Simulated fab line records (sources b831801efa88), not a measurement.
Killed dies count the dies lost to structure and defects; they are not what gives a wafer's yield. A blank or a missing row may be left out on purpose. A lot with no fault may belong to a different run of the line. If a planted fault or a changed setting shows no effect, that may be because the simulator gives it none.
Code-filled problem report in 8D (eight disciplines) form | flow gf180mcu | the parts of the form that need people (team, actions taken, sign-off) are left out

== 1. THE ISSUE ==
At GF_V5_CD_MEAS_14, cdNm averages 293.0 nm over 6 wafers from 2 lots, while fault-free wafers read 260.0 nm, standard deviation 1.1. That is +30 standard deviations from the usual mean.
The step: target cd 260 nm.
Earliest sighting: wafer L166.1 on cdSem-02 at day 30 10:28. The record has a number at this step for 42 wafers belonging to 14 lots. Rule for "out", or "out of limits": more than 4 standard deviations from the usual mean. The rest of the wafers with a number are treated as sound.

== 2. WHAT IT IS, AND WHAT IT ISN'T ==
question                    | is                     | is not
which readings at this step | cdNm                   | -
which lots                  | L166, L168             | L156, L159, L160, L161, L165, L171, L172, L173, L174, L175, L178, L179
which wafers of those lots  | all that have a number | -
read on which gauges        | cdSem-01, cdSem-02     | -
when                        | from day 30 10:28      | up to then (15 sound wafers); but 21 sound wafers of L171, L172, L173, L174, L175, L178, L179 came after

== 3. SUSPECTS, AND WHAT RULES EACH OUT ==
Counting: any tool at a process step up to the reading is kept as a suspect provided that every lot that is out went through it and no sound lot did after the first of them.
- the gauge at GF_V5_CD_MEAS_14: ruled out. The wafers that are out were read on 2 gauges (cdSem-01, cdSem-02).
- lithoTrack-04 at GF_V5_SOFTBAKE_10 (time 60 s): kept. Every lot that is out went through it, starting with L166 (day 30 01:00), and after that it ran no sound lot; the last sound lot it ran before then is L159 (day 28 05:00). Out on those wafers are its own readings of heaterPowerTotalW, plateTempC.
The count leaves lithoTrack-04 at GF_V5_SOFTBAKE_10.

== 4. THE CAUSE (what the simulator had put in) ==
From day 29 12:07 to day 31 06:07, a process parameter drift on lithoTrack-04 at GF_V5_SOFTBAKE_10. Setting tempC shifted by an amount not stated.
After counting, this tool was the only one left.

== 5. THE CHAIN OF EFFECTS, in route order ==
Each row: a reading where the mean over the struck wafers with a number is more than 3 standard deviations away from the usual. Only readings whose record carries a usual standard deviation are examined. hours: median over the lots of the time between each lot's start at the first step of this table that gives one and its start at this step. sigmas: the change, counted in usual standard deviations.
hours | step              | reading           | usual    | on struck wafers | change | sigmas
0     | GF_V5_SOFTBAKE_10 | heaterPowerTotalW | 93.06 W  | 102.00           | +8.94  | +99 or more
0     | GF_V5_SOFTBAKE_10 | plateTempC        | 130.03 C | 139.62           | +9.59  | +74
9     | GF_V5_CD_MEAS_14  | cdNm              | 260.0 nm | 293.0            | +33.0  | +30
Its process steps:
- GF_V5_SOFTBAKE_10: time 60 s.
At these later measuring or inspecting steps, every struck wafer for which the step has a row has a number for every such reading, and none has moved that far: GF_V5_THK_MEAS_25.

== 6. HOW IT WOULD HAVE BEEN CAUGHT EARLIER ==
Counted from the fault's start at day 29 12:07, it took 22 hours until the first out-of-limits reading at a measuring or inspecting step in this record, taken at day 30 10:28.
Tool's own readings at GF_V5_SOFTBAKE_10, heaterPowerTotalW, plateTempC: out on all struck wafers the step has rows for; an alarm limit on them would have tripped on the first.
By day 30 10:28 the whole set of lots that are out, 2 in number, had already begun GF_V5_SOFTBAKE_10 on lithoTrack-04. Tool hold at that time: it would have spared none of them.
